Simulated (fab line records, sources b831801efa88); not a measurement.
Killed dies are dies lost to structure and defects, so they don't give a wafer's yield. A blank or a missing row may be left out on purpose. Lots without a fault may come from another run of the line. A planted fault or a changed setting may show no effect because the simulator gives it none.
Which tool did it? | flow sky130 | 10 lots, 30 wafers sampled, at 6 steps of a route of 708

WHAT THE GAUGES READ, wafer by wafer
SKY_VIA3_THK_MEAS_01. Usual: VIA3_HDPCVD_THK 1581 nm, standard deviation 16.
lot  | measured     | on            | VIA3_HDPCVD_THK (nm) | flag
L889 | day 38 13:19 | film_metro-01 | 1567 1571 1575       |
L891 | day 39 00:18 | film_metro-02 | 1586 1574 1581       |
L890 | day 39 02:46 | film_metro-04 | 1587 1563 1600       |
L893 | day 39 21:19 | film_metro-01 | 1580 1599 1588       |
L897 | day 41 10:11 | film_metro-04 | 1603 1595 1588       |
L899 | day 42 07:41 | film_metro-04 | 1566 1581 1566       |
L900 | day 42 09:46 | film_metro-04 | 1606 1602 1610       |
L901 | day 42 16:05 | film_metro-01 | 1587 1589 1572       |
L908 | day 44 06:27 | film_metro-01 | 1586 1562 1593       |
L911 | day 44 23:30 | film_metro-01 | 1593 1595 1580       |

SKY_VIA4_RS_MEAS_19: measures by four-point-probe. Usual: VIA4_W_RS 0.2298 ohm/sq, standard deviation 0.0028.
lot  | measured     | on            | VIA4_W_RS (ohm/sq)   | flag
L889 | day 42 18:17 | film_metro-03 | 0.2325 0.2300 0.2312 |
L891 | day 43 03:26 | film_metro-04 | 0.2289 0.2281 0.2318 |
L890 | day 43 07:50 | film_metro-01 | 0.2283 0.2289 0.2274 |
L893 | day 44 00:17 | film_metro-04 | 0.2300 0.2319 0.2261 |
L897 | day 45 09:35 | film_metro-03 | 0.2288 0.2286 0.2286 |
L899 | day 46 04:13 | film_metro-01 | 0.2281 0.3125 0.2251 | OFF
L900 | day 46 05:25 | film_metro-04 | 0.3131 0.2282 0.2284 | OFF
L901 | day 46 11:53 | film_metro-01 | 0.2333 0.2256 0.2330 |
L908 | day 47 21:58 | film_metro-04 | 0.2318 0.2314 0.2313 |
L911 | day 48 12:13 | film_metro-04 | 0.2336 0.2314 0.2316 |

SKY_VIA4_THK_MEAS_20: measures by xrf. Usual: VIA4_W_THK 485 nm, standard deviation 8.4.
lot  | measured     | on            | VIA4_W_THK (nm) | flag
L889 | day 42 18:24 | film_metro-03 | 487 493 494     |
L891 | day 43 03:33 | film_metro-04 | 482 487 475     |
L890 | day 43 07:57 | film_metro-01 | 491 488 492     |
L893 | day 44 00:23 | film_metro-04 | 485 481 494     |
L897 | day 45 09:43 | film_metro-03 | 491 491 495     |
L899 | day 46 04:20 | film_metro-01 | 485 359 492     | OFF
L900 | day 46 05:32 | film_metro-04 | 355 484 484     | OFF
L901 | day 46 11:59 | film_metro-01 | 474 491 477     |
L908 | day 47 22:05 | film_metro-04 | 480 477 481     |
L911 | day 48 12:20 | film_metro-04 | 474 477 475     |

WHICH TOOL RAN EACH LOT (tool, then ch and the chambers of the sampled wafers, then the start)
lot  | SKY_CAPM_SPUTTER_02          | SKY_CAPM_METAL_ETCH_13            | SKY_VIA4_CVD_18
L889 | pvd_sputter-02, day 36 07:05 | rie_metal-03 ch 0,1, day 37 08:53 | cvd_w-01 ch 0,1, day 42 18:07
L891 | pvd_sputter-02, day 36 19:15 | rie_metal-03 ch 0, day 37 20:50   | cvd_w-01 ch 0, day 43 03:16
L890 | pvd_sputter-04, day 36 21:52 | rie_metal-03 ch 0,1, day 37 23:20 | cvd_w-02 ch 0,1, day 43 07:40
L893 | pvd_sputter-02, day 37 17:22 | rie_metal-03 ch 0, day 38 19:07   | cvd_w-02 ch 0,1, day 44 00:07
L897 | pvd_sputter-03, day 39 08:22 | rie_metal-02 ch 1, day 40 08:18   | cvd_w-01 ch 0,1, day 45 09:26
L899 | pvd_sputter-04, day 40 05:25 | rie_metal-04 ch 0,1, day 41 05:20 | cvd_w-01 ch 0,1, day 46 04:03
L900 | pvd_sputter-04, day 40 07:55 | rie_metal-02 ch 0,1, day 41 07:45 | cvd_w-01 ch 0,1, day 46 05:16
L901 | pvd_sputter-02, day 40 14:27 | rie_metal-04 ch 0,1, day 41 14:06 | cvd_w-02 ch 0,1, day 46 11:43
L908 | pvd_sputter-03, day 42 07:45 | rie_metal-04 ch 0, day 43 06:13   | cvd_w-02 ch 0,1, day 47 21:49
L911 | pvd_sputter-03, day 43 01:39 | rie_metal-03 ch 0,1, day 43 23:39 | cvd_w-02 ch 0,1, day 48 12:03
- SKY_CAPM_SPUTTER_02: material TiN, target thk 200 nm, time 166.7 s.
- SKY_CAPM_METAL_ETCH_13: etches TiN in Cl2/BCl3, stops on SiO2, target depth 220 nm, time 62.9 s.
- SKY_VIA4_CVD_18: deposits W, target thk 505 nm, time 152.14 s.

WHAT THE TOOLS THEMSELVES READ (means of the sampled wafers that have a number; where no wafer has one, the mark that the record gives instead)
SKY_CAPM_SPUTTER_02. Usual: chamber_pressure_pa 0.4001 Pa, standard deviation 0.00085; substrate_temp_c 299.97 C, standard deviation 0.22; throttle_valve_pct 29.7 %, standard deviation 0.8.
lot  | tool           | chamber_pressure_pa (Pa) | substrate_temp_c (C) | throttle_valve_pct (%) | flag
L889 | pvd_sputter-02 | 0.4003                   | 299.94               | 28.9                   |
L891 | pvd_sputter-02 | 0.4004                   | 299.87               | 29.2                   |
L890 | pvd_sputter-04 | 0.4005                   | 299.88               | 30.0                   |
L893 | pvd_sputter-02 | 0.4003                   | 299.98               | 29.0                   |
L897 | pvd_sputter-03 | 0.3998                   | 299.98               | 29.1                   |
L899 | pvd_sputter-04 | 0.3992                   | 300.05               | 30.0                   |
L900 | pvd_sputter-04 | 0.4002                   | 300.05               | 29.5                   |
L901 | pvd_sputter-02 | 0.3994                   | 300.15               | 29.8                   |
L908 | pvd_sputter-03 | 0.4002                   | 299.69               | 29.7                   |
L911 | pvd_sputter-03 | 0.3997                   | 299.96               | 29.7                   |

SKY_CAPM_METAL_ETCH_13. Usual: bias_w 48.52 W, standard deviation 0.14; drypump_motor_current_A 5.7 A, standard deviation 0.42; oes_product_au 0.938 a.u., standard deviation 0.008; throttle_valve_pct 21.903 %, standard deviation 0.0096.
lot  | tool         | bias_w (W) | drypump_motor_current_A (A) | oes_product_au (a.u.) | throttle_valve_pct (%) | flag
L889 | rie_metal-03 | 48.44      | 5.6                         | 0.926                 | 21.900                 |
L891 | rie_metal-03 | 48.67      | 5.8                         | 0.931                 | 21.903                 |
L890 | rie_metal-03 | 48.50      | 5.7                         | 0.926                 | 21.915                 |
L893 | rie_metal-03 | 48.48      | 5.8                         | 0.933                 | 21.912                 |
L897 | rie_metal-02 | 48.46      | 5.7                         | 0.936                 | 21.895                 |
L899 | rie_metal-04 | 48.54      | 5.7                         | 0.934                 | 21.910                 |
L900 | rie_metal-02 | 48.65      | 5.9                         | 0.939                 | 21.907                 |
L901 | rie_metal-04 | 48.53      | 5.4                         | 0.939                 | 21.902                 |
L908 | rie_metal-04 | 48.64      | 4.9                         | 0.935                 | 21.902                 |
L911 | rie_metal-03 | 48.50      | 5.7                         | 0.938                 | 21.910                 |

SKY_VIA4_CVD_18. Usual: chamber_pressure_Torr 39.01 Torr, standard deviation 0.084; heater_power_w 898 W, standard deviation 59.
lot  | tool     | chamber_pressure_Torr (Torr) | heater_power_w (W) | flag
L889 | cvd_w-01 | 38.90                        | 923                |
L891 | cvd_w-01 | 39.01                        | 980                |
L890 | cvd_w-02 | 38.97                        | 840                |
L893 | cvd_w-02 | 39.04                        | 834                |
L897 | cvd_w-01 | 39.02                        | 929                |
L899 | cvd_w-01 | 39.05                        | 934                |
L900 | cvd_w-01 | 38.98                        | 934                |
L901 | cvd_w-02 | 39.03                        | 822                |
L908 | cvd_w-02 | 39.10                        | 837                |
L911 | cvd_w-02 | 39.04                        | 829                |

THE ANSWER, worked out from the rows above alone
Rule: a lot is off if the mean of its wafers that have a number lies more than 3 standard deviations from the usual mean. A lot without any number at a reading at which 4 lots or more have one is off too. The other lots that the step has rows for count as sound. The gauges are gone through in route order, then the tools' own readings, and for those a lot's mean is taken as printed above. The first step at which some lot is off is used, and at that step the reading that is off furthest; a lot without a number counts as furthest.
Off: L899, L900, at SKY_VIA4_RS_MEAS_19 (VIA4_W_RS).
A tool fits if, at a process step before that reading, it ran every lot that is off, and no sound lot after the first of them. The gauges at SKY_VIA4_RS_MEAS_19 are tried like those tools. Can't be told from this: 2 tools fit, pvd_sputter-04 at SKY_CAPM_SPUTTER_02, cvd_w-01 at SKY_VIA4_CVD_18.

WHAT THE SIMULATOR HAD PUT IN
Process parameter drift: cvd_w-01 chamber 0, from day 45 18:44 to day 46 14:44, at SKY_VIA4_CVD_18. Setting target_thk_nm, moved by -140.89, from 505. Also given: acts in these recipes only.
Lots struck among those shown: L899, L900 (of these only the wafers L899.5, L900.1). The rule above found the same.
